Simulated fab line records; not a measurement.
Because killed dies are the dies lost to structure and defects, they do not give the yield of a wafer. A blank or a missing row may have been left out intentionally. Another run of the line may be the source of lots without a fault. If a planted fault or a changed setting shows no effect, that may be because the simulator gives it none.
Check of tool commonality / flow sky130 / Sampled: 11 lots, 33 wafers

WHY THIS WAS OPENED
At SKY_SD_N_RS_MEAS_16 the reading SD_N_RS is flagged on 2 of 11 lots. Fault-free wafers read 68.64 ohm/sq, with a standard deviation of 0.11.
Rule: flag the lot when none of its wafers has a number, or when each of its wafers that has one lies beyond 4 standard deviations from that mean. The rest of the lots are taken to be sound.

lot=L760; measured=day 27 19:11; on=film_metro-01; SD_N_RS (ohm/sq), wafer by wafer=68.84 68.65 68.72; flag=
lot=L762; measured=day 28 14:37; on=film_metro-02; SD_N_RS (ohm/sq), wafer by wafer=68.58 68.48 68.82; flag=
lot=L764; measured=day 29 22:58; on=film_metro-01; SD_N_RS (ohm/sq), wafer by wafer=68.66 68.79 68.62; flag=
lot=L766; measured=day 30 17:18; on=film_metro-02; SD_N_RS (ohm/sq), wafer by wafer=68.72 68.68 68.60; flag=
lot=L769; measured=day 31 02:14; on=film_metro-01; SD_N_RS (ohm/sq), wafer by wafer=68.70 68.70 68.52; flag=
lot=L770; measured=day 31 13:26; on=film_metro-01; SD_N_RS (ohm/sq), wafer by wafer=68.66 68.76 68.67; flag=
lot=L771; measured=day 32 02:34; on=film_metro-02; SD_N_RS (ohm/sq), wafer by wafer=60.57 60.68 60.46; flag=FLAGGED
lot=L772; measured=day 32 06:48; on=film_metro-02; SD_N_RS (ohm/sq), wafer by wafer=68.71 68.68 68.68; flag=
lot=L773; measured=day 32 17:06; on=film_metro-01; SD_N_RS (ohm/sq), wafer by wafer=60.36 60.33 60.46; flag=FLAGGED
lot=L778; measured=day 33 23:41; on=film_metro-02; SD_N_RS (ohm/sq), wafer by wafer=68.52 68.64 68.59; flag=
lot=L780; measured=day 34 11:50; on=film_metro-01; SD_N_RS (ohm/sq), wafer by wafer=68.74 68.80 68.71; flag=
On average the flagged lots' numbers are 60.48 ohm/sq, which is -8.16 ohm/sq against the usual, or -74 standard deviations.

EACH LOT AND THE TOOL IT RAN ON
The record holds 2 process steps before the reading, out of a route of 708 steps. Each cell gives the tool, then ch followed by the chambers the sampled wafers passed through, then the start.
lot=L760; flag=; SKY_POLY_CUT_ETCH_10=rie_diel-04 ch 1,2,3, day 24 02:05; SKY_SD_N_RTA_14=rtp_anneal-02 ch 0, day 27 18:59
lot=L762; flag=; SKY_POLY_CUT_ETCH_10=rie_diel-02 ch 0,1,3, day 24 22:59; SKY_SD_N_RTA_14=rtp_anneal-02 ch 0, day 28 14:25
lot=L764; flag=; SKY_POLY_CUT_ETCH_10=rie_diel-02 ch 1,2, day 26 08:28; SKY_SD_N_RTA_14=rtp_anneal-02 ch 0, day 29 22:45
lot=L766; flag=; SKY_POLY_CUT_ETCH_10=rie_diel-04 ch 0,1,2, day 27 05:41; SKY_SD_N_RTA_14=rtp_anneal-01 ch 0, day 30 17:07
lot=L769; flag=; SKY_POLY_CUT_ETCH_10=rie_diel-01 ch 1,2,3, day 27 13:37; SKY_SD_N_RTA_14=rtp_anneal-01 ch 0, day 31 02:02
lot=L770; flag=; SKY_POLY_CUT_ETCH_10=rie_diel-01 ch 0,1, day 27 23:56; SKY_SD_N_RTA_14=rtp_anneal-02 ch 0, day 31 13:12
lot=L771; flag=FLAGGED; SKY_POLY_CUT_ETCH_10=rie_diel-04 ch 0,1,2, day 28 15:02; SKY_SD_N_RTA_14=rtp_anneal-01 ch 0, day 32 02:23
lot=L772; flag=; SKY_POLY_CUT_ETCH_10=rie_diel-04 ch 0,2,3, day 28 18:08; SKY_SD_N_RTA_14=rtp_anneal-02 ch 0, day 32 06:37
lot=L773; flag=FLAGGED; SKY_POLY_CUT_ETCH_10=rie_diel-01 ch 0,1,2, day 29 04:52; SKY_SD_N_RTA_14=rtp_anneal-01 ch 0, day 32 16:55
lot=L778; flag=; SKY_POLY_CUT_ETCH_10=rie_diel-01 ch 0,3, day 30 12:19; SKY_SD_N_RTA_14=rtp_anneal-02 ch 0, day 33 23:24
lot=L780; flag=; SKY_POLY_CUT_ETCH_10=rie_diel-04 ch 1,2,3, day 31 03:07; SKY_SD_N_RTA_14=rtp_anneal-02 ch 0, day 34 11:39
What is done by these steps:
- SKY_POLY_CUT_ETCH_10: etches BARC in N2/H2, stops on SiO2, time 45.9 s, target depth 60 nm.
- SKY_SD_N_RTA_14: time 2 s.
- SKY_SD_N_RS_MEAS_16: measures by four-point-probe.

FLAGGED OVER TOTAL, TOOL BY TOOL (the gauges that took the reading come last)
step=SKY_POLY_CUT_ETCH_10; tool=rie_diel-01; lots run=4; flagged=1; share of the flagged lots=some; sound lots run after its first flagged lot=1 (L778)
step=SKY_POLY_CUT_ETCH_10; tool=rie_diel-02; lots run=2; flagged=0; share of the flagged lots=none; sound lots run after its first flagged lot=-
step=SKY_POLY_CUT_ETCH_10; tool=rie_diel-04; lots run=5; flagged=1; share of the flagged lots=some; sound lots run after its first flagged lot=2 (L772,L780)
step=SKY_SD_N_RTA_14; tool=rtp_anneal-01; lots run=4; flagged=2; share of the flagged lots=all; sound lots run after its first flagged lot=0
step=SKY_SD_N_RTA_14; tool=rtp_anneal-02; lots run=7; flagged=0; share of the flagged lots=none; sound lots run after its first flagged lot=-
step=SKY_SD_N_RS_MEAS_16; tool=film_metro-01; lots run=6; flagged=1; share of the flagged lots=some; sound lots run after its first flagged lot=1 (L780)
step=SKY_SD_N_RS_MEAS_16; tool=film_metro-02; lots run=5; flagged=1; share of the flagged lots=some; sound lots run after its first flagged lot=2 (L772,L778)

WHAT IS ALLOWED BY THE TABLE
1 row of the table ran every flagged lot: rtp_anneal-01 at SKY_SD_N_RTA_14.
- rtp_anneal-01 at SKY_SD_N_RTA_14: 2 of its 4 lots flagged. A fault beginning between L769 (day 31 02:02), its last sound lot, and L771 (day 32 02:23), its first flagged one, fits the data. Its own readings lie more than 4 standard deviations out on every wafer of the flagged lots: lamp_power_pct, wafer_temp_C_max.
What remains is a single tool, rtp_anneal-01 at SKY_SD_N_RTA_14.

WHAT THE SIMULATOR PUT IN
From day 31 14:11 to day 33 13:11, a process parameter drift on rtp_anneal-01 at SKY_SD_N_RTA_14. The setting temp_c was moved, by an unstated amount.
Lots struck among those shown: L771, L773. The rule given above showed the same thing.
